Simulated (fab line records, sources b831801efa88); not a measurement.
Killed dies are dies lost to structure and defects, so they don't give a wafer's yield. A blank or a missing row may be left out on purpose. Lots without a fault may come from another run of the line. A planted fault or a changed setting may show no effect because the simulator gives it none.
fab line records | flow gf180mcu
record lots=13 wafers=39 last_day=34
route steps=602 shown TOP_METAL@583 PASSIVATION@589
lots that met no fault: from a run of the same line without faults
start_h: hours from the record's first day to the start of the lot's first wafer shown | wait_h: hours since the lot's step before | " the same as in the row above | L1.1+2: a row that stands for several wafers | - no value, or no start given | * or withheld: withheld | < > ~ a bound
route shown NAME@n: a module of which the file shows steps, and the number in the route of the first | usual: mean/standard deviation of fault-free wafers | same: alike in all rows | chamber/n: place in a boat | sites: the reading at each site | _std_site: their standard deviation | _edge_site: outer sites' mean less inner sites' | radius_mm: how far each site lies from the wafer's centre | mask NAME#n: copy n | behind: the tool/chamber that last shaped the wafer | hold: why the lot was held/for how many hours/how that ended | device: the transistor (n, p or np) that didn't switch | end of line: the same wafers' tests at the end of the route | a step without rows: its recipe alone | killed: dies lost to structure and defects at the first sort, not the wafer's yield | map: a wafer's dies, x killed, . not, _ none there
set.NAME: the setting as run; set.NAME@STEP: as run at that earlier step | model.NAME: the simulator's own value behind a step, which no gauge read
steps of the route over a sample of lots; a table a step, a row a wafer
services: from which hour (start_h, from the record's first day; less than 0 if before it) a tool's chamber was out of use, for how many hours, and why
## steps
# step GF_TOP_METAL_METAL_ETCH_16
# recipe chemistry=Cl2/BCl3 mask_material=NOVOLAK target_depth_nm=1197 stop_on=SiO2 pressure_mtorr=8 icp_w=800 bias_w=140 Cl2_flow_sccm=80 bcl3_flow_sccm=40 time_s=199.5
# usual drypump_motor_current_A=5.6/0.32 oes_product_au=0.990/0.0054 throttle_valve_pct=28.229/0.01
# same time_s=199.5
# columns lot.wafer tool chamber start_h wait_h drypump_motor_current_A oes_product_au rf_hours_counter_h throttle_valve_pct
L180.1 rie_metal-03 1 660.16 0.0 5.3 0.985 2 28.228
L180.3 " 1 " " 5.3 0.992 - 28.250
L180.5 " 0 " " 5.9 0.985 - 28.232
L183.2 rie_metal-03 0 669.26 0.0 5.9 0.985 14 28.234
L183.3 " 1 " " 5.3 0.988 - 28.233
L183.5 " 0 " " 5.9 0.991 - 28.227
L185.3 rie_metal-01 0 688.61 0.1 5.7 0.987 - 28.243
L185.5 " 1 " " 5.3 0.994 - 28.225
L185.6 " 0 " " 5.7 0.979 - 28.232
L186.4 rie_metal-01 1 700.02 0.1 5.3 0.991 - 28.234
L186.5 " 0 " " 5.7 0.994 - 28.228
L186.6 " 1 " " 5.3 0.987 - 28.222
L187.1 rie_metal-02 1 702.76 0.0 5.2 0.983 11 28.220
L187.2 " 0 " " 6.0 0.991 1 28.227
L187.3 " 1 " " 5.2 0.997 - 28.248
L188.2 rie_metal-03 1 716.01 0.1 5.3 0.981 - 28.221
L188.3 " 1 " " 5.3 0.983 - 28.221
L188.6 " 1 " " 5.3 1.008 - 28.214
L189.4 rie_metal-01 1 722.52 0.1 5.3 0.989 - 28.241
L189.5 " 0 " " 5.7 0.987 - 28.223
L189.6 " 1 " " 5.3 0.992 - 28.238
L193.3 rie_metal-03 1 747.72 0.1 5.3 0.994 - 28.214
L193.5 " 1 " " 5.3 0.987 - 28.231
L193.6 " 0 " " 5.9 1.001 - 28.240
L196.1 rie_metal-03 1 770.71 0.0 5.3 0.986 8 28.246
L196.2 " 0 " " 5.9 0.990 3 28.219
L196.3 " 0 " " 5.9 0.997 - 28.222
L199.2 rie_metal-01 1 784.26 0.0 5.3 0.985 2 28.239
L199.3 " 1 " " 5.3 0.991 - 28.213
L199.6 " 0 " " 5.6 0.993 - 28.232
L200.1 rie_metal-02 1 789.36 0.0 5.2 0.999 15 28.219
L200.3 " 0 " " 6.1 0.996 - 28.227
L200.5 " 0 " " 6.0 0.993 - 28.223
L202.1 rie_metal-01 0 797.26 0.0 5.7 0.986 13 28.221
L202.3 " 1 " " 5.3 0.989 - 28.230
L202.5 " 1 " " 5.3 0.989 - 28.237
L203.2 rie_metal-03 0 801.95 0.0 5.9 0.985 5 28.234
L203.3 " 1 " " 5.3 0.987 - 28.238
L203.5 " 0 " " 5.9 0.995 - 28.219
# step GF_TOP_METAL_STRIP_17
# recipe chemistry=O2/N2 power_w=1400 pressure_mtorr=1500 platen_temp_c=250 o2_flow_sccm=3000 n2_flow_sccm=300 overash_fraction=0.5
# usual drypump_motor_current_A=5.64/0.28 heater_power_w=356/36 oes_product_au=0.710/0.0043 strip_time_to_endpoint_s=12.90/0.072
# columns lot.wafer tool chamber start_h wait_h drypump_motor_current_A heater_power_w oes_product_au rf_hours_counter_h strip_time_to_endpoint_s
L180.1 plasma_asher-03 1 660.35 0.1 5.60 373 0.715 53 13.01
L180.3 " 0 " " 5.59 349 0.700 - 13.01
L180.5 " 1 " " 5.59 376 0.710 - 13.04
L183.2 plasma_asher-03 1 669.45 0.1 5.59 371 0.707 54 12.96
L183.3 " 1 " " 5.60 366 0.707 - 12.95
L183.5 " 1 " " 5.60 370 0.705 - 12.93
L185.3 plasma_asher-01 1 688.77 0.1 5.43 306 0.705 - 12.94
L185.5 " 0 " " 4.93 302 0.707 - 12.85
L185.6 " 1 " " 5.43 308 0.715 - 12.89
L186.4 plasma_asher-01 1 700.18 0.1 5.43 316 0.709 - 12.94
L186.5 " 0 " " 4.97 292 0.721 - 12.88
L186.6 " 1 " " 5.45 300 0.709 - 12.92
L187.1 plasma_asher-02 0 702.95 0.1 5.97 337 0.714 30 12.93
L187.2 " 1 " " 6.00 422 0.709 30 12.82
L187.3 " 0 " " 5.96 339 0.716 - 12.89
L188.2 plasma_asher-02 0 716.33 0.3 5.95 338 0.711 32 12.97
L188.3 " 1 " " 5.94 423 0.701 - 12.91
L188.6 " 1 " " 5.98 428 0.709 - 12.88
L189.4 plasma_asher-03 0 722.68 0.1 5.60 349 0.709 - 12.90
L189.5 " 0 " " 5.60 340 0.718 - 12.91
L189.6 " 1 " " 5.57 363 0.710 - 12.85
L193.3 plasma_asher-03 0 747.88 0.1 5.61 352 0.705 - 12.86
L193.5 " 0 " " 5.61 348 0.709 - 12.98
L193.6 " 1 " " 5.56 374 0.707 - 12.82
L196.1 plasma_asher-02 0 770.90 0.1 5.97 346 0.712 38 12.90
L196.2 " 1 " " 5.99 436 0.704 38 12.88
L196.3 " 1 " " 5.99 418 0.712 - 12.85
L199.2 plasma_asher-02 0 784.45 0.1 5.97 337 0.707 39 12.86
L199.3 " 1 " " 5.96 430 0.715 - 12.92
L199.6 " 1 " " 5.92 430 0.709 - 12.86
L200.1 plasma_asher-01 0 789.55 0.1 4.99 305 0.709 5 12.77
L200.3 " 1 " " 5.45 312 0.718 - 12.84
L200.5 " 0 " " 4.96 298 0.712 - 12.82
L202.1 plasma_asher-02 1 797.45 0.1 6.01 430 0.710 41 12.96
L202.3 " 0 " " 5.98 337 0.707 - 12.92
L202.5 " 0 " " 5.97 326 0.704 - 12.89
L203.2 plasma_asher-03 1 802.14 0.1 5.58 357 0.707 69 12.84
L203.3 " 0 " " 5.61 344 0.712 - 12.85
L203.5 " 0 " " 5.60 351 0.698 - 12.81
# step GF_PASSIVATION_CVD_02
# recipe material=Si3N4 target_thk_nm=700 time_s=486.18 temp_c=400 rf_w=450
# usual heater_power_w=672/71
# columns lot.wafer tool chamber start_h wait_h heater_power_w
L180.1 pecvd-03 1 661.02 0.1 709
L180.3 " 0 " " 708
L180.5 " 2 " " 593
L183.2 pecvd-03 1 670.12 0.0 683
L183.3 " 0 " " 683
L183.5 " 0 " " 730
L185.3 pecvd-03 1 689.41 0.0 725
L185.5 " 0 " " 573
L185.6 " 2 " " 717
L186.4 pecvd-02 2 701.00 0.2 642
L186.5 " 0 " " 538
L186.6 " 1 " " 747
L187.1 pecvd-03 2 703.66 0.1 685
L187.2 " 1 " " 648
L187.3 " 0 " " 719
L188.2 pecvd-04 2 717.00 0.0 512
L188.3 " 0 " " 778
L188.6 " 2 " " 564
L189.4 pecvd-02 2 723.49 0.2 626
L189.5 " 0 " " 540
L189.6 " 1 " " 839
L193.3 pecvd-02 0 748.68 0.0 626
L193.5 " 0 " " 653
L193.6 " 1 " " 801
L196.1 pecvd-02 1 771.61 0.1 833
L196.2 " 2 " " 629
L196.3 " 0 " " 614
L199.2 pecvd-04 2 785.14 0.0 625
L199.3 " 0 " " 759
L199.6 " 2 " " 622
L200.1 pecvd-03 0 790.26 0.1 627
L200.3 " 1 " " 659
L200.5 " 2 " " 753
L202.1 pecvd-04 1 798.12 0.1 645
L202.3 " 0 " " 731
L202.5 " 2 " " 576
L203.2 pecvd-04 2 802.90 0.0 656
L203.3 " 1 " " 687
L203.5 " 2 " " 511
# step GF_PASSIVATION_THK_MEAS_03
# recipe reads=Si3N4_of_PASSIVATION_CVD_02
# usual PASSIVATION_CVD_02_THK=702/8.3
# columns lot.wafer tool chamber start_h wait_h PASSIVATION_CVD_02_THK[nm]
L180.1 film_metro-02 - 661.31 0.1 685
L180.3 " - " " 694
L180.5 " - " " 711
L183.2 film_metro-04 - 670.42 0.2 697
L183.3 " - " " 708
L183.5 " - " " 706
L185.3 film_metro-01 - 689.72 0.2 695
L185.5 " - " " 711
L185.6 " - " " 708
L186.4 film_metro-01 - 701.18 0.0 700
L186.5 " - " " 706
L186.6 " - " " 710
L187.1 film_metro-02 - 703.95 0.1 697
L187.2 " - " " 703
L187.3 " - " " 693
L188.2 film_metro-04 - 717.30 0.2 702
L188.3 " - " " 699
L188.6 " - " " 717
L189.4 film_metro-01 - 723.67 0.0 703
L189.5 " - " " 707
L189.6 " - " " 707
L193.3 film_metro-02 - 749.00 0.2 694
L193.5 " - " " 708
L193.6 " - " " 715
L196.1 film_metro-04 - 771.90 0.1 706
L196.2 " - " " 693
L196.3 " - " " 859
L199.2 film_metro-02 - 785.43 0.2 702
L199.3 " - " " 700
L199.6 " - " " 706
L200.1 film_metro-01 - 790.55 0.1 700
L200.3 " - " " 699
L200.5 " - " " 716
L202.1 film_metro-04 - 798.41 0.1 709
L202.3 " - " " 701
L202.5 " - " " 718
L203.2 film_metro-04 - 803.20 0.2 697
L203.3 " - " " 699
L203.5 " - " " 705
# step GF_PASSIVATION_BOW_MEAS_14
# recipe mode=bow
# usual PASSIVATION_BOW=136/12
# columns lot.wafer tool chamber start_h wait_h PASSIVATION_BOW[um]
L180.1 film_metro-01 - 682.86 0.0 116
L180.3 " - " " 116
L180.5 " - " " 124
L183.2 film_metro-01 - 691.44 0.0 134
L183.3 " - " " 137
L183.5 " - " " 143
L185.3 film_metro-01 - 709.85 0.0 127
L185.5 " - " " 144
L185.6 " - " " 126
L186.4 film_metro-01 - 720.72 0.1 143
L186.5 " - " " 151
L186.6 " - " " 134
L187.1 film_metro-04 - 723.33 0.0 140
L187.2 " - " " 150
L187.3 " - " " 154
L188.2 film_metro-04 - 736.39 0.0 156
L188.3 " - " " 156
L188.6 " - " " 163
L189.4 film_metro-02 - 743.07 0.2 133
L189.5 " - " " 137
L189.6 " - " " 136
L193.3 film_metro-04 - 766.36 0.0 155
L193.5 " - " " 155
L193.6 " - " " 143
L196.1 film_metro-02 - 789.06 0.0 123
L196.2 " - " " 126
L196.3 " - " " 114
L199.2 film_metro-01 - 802.39 0.0 113
L199.3 " - " " 131
L199.6 " - " " 129
L200.1 film_metro-04 - 807.56 0.0 135
L200.3 " - " " 141
L200.5 " - " " 145
L202.1 film_metro-04 - 814.67 0.0 137
L202.3 " - " " 138
L202.5 " - " " 129
L203.2 film_metro-04 - 819.09 0.0 148
L203.3 " - " " 143
L203.5 " - " " 147
## services
# columns tool chamber start_h hours kind
pecvd-03 0 638.83 5.7 repair
rie_metal-02 - 657.53 14.6 pm
rie_metal-03 - 659.17 0.2 repair
pecvd-02 - 659.81 1.7 repair
rie_metal-02 - 686.72 1.7 repair
rie_metal-03 - 692.10 1.4 pm
rie_metal-03 0 701.05 - clean
rie_metal-03 0 701.05 15.1 scheduled_down
rie_metal-03 0 701.05 15.1 vent_cycle
pecvd-02 - 716.43 2.8 repair
pecvd-04 - 720.69 4.3 repair
rie_metal-01 1 732.11 - clean
rie_metal-01 1 732.11 20.4 scheduled_down
rie_metal-01 1 732.11 20.4 vent_cycle
plasma_asher-01 - 733.75 9.0 pm
plasma_asher-01 0 733.75 9.0 vent_cycle
plasma_asher-01 1 733.75 9.0 vent_cycle
plasma_asher-01 0 742.75 - clean
plasma_asher-01 - 775.37 2.8 pm
rie_metal-03 1 783.18 13.2 repair
pecvd-02 - 799.38 14.0 pm
pecvd-02 0 799.38 14.0 vent_cycle
pecvd-02 1 799.38 14.0 vent_cycle
pecvd-02 2 799.38 14.0 vent_cycle
## key
first_sign step=GF_PASSIVATION_THK_MEAS_03 reading=PASSIVATION_CVD_02_THK direction=up sigmas=19 usual=702 struck=859
effect none on later readings
met_at GF_PASSIVATION_CVD_02
struck_lots L196
struck_wafers L196.3
sort_left_out L196.3
not_acting_at GF_TOP_METAL_METAL_ETCH_16,GF_TOP_METAL_STRIP_17,GF_PASSIVATION_BOW_MEAS_14
onset_between 748.68 771.61
fault kind=process_parameter_drift tool=pecvd-02 chamber=0 onset_h=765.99 steps=GF_PASSIVATION_CVD_02 channel=target_thk_nm offset=167.24 shape=step end_h=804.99 acts_in=these_recipes_only stated=700
# sort_left_out: the simulated sort isn't trusted on such a fault, so these wafers' sort isn't shown, and their yield isn't known
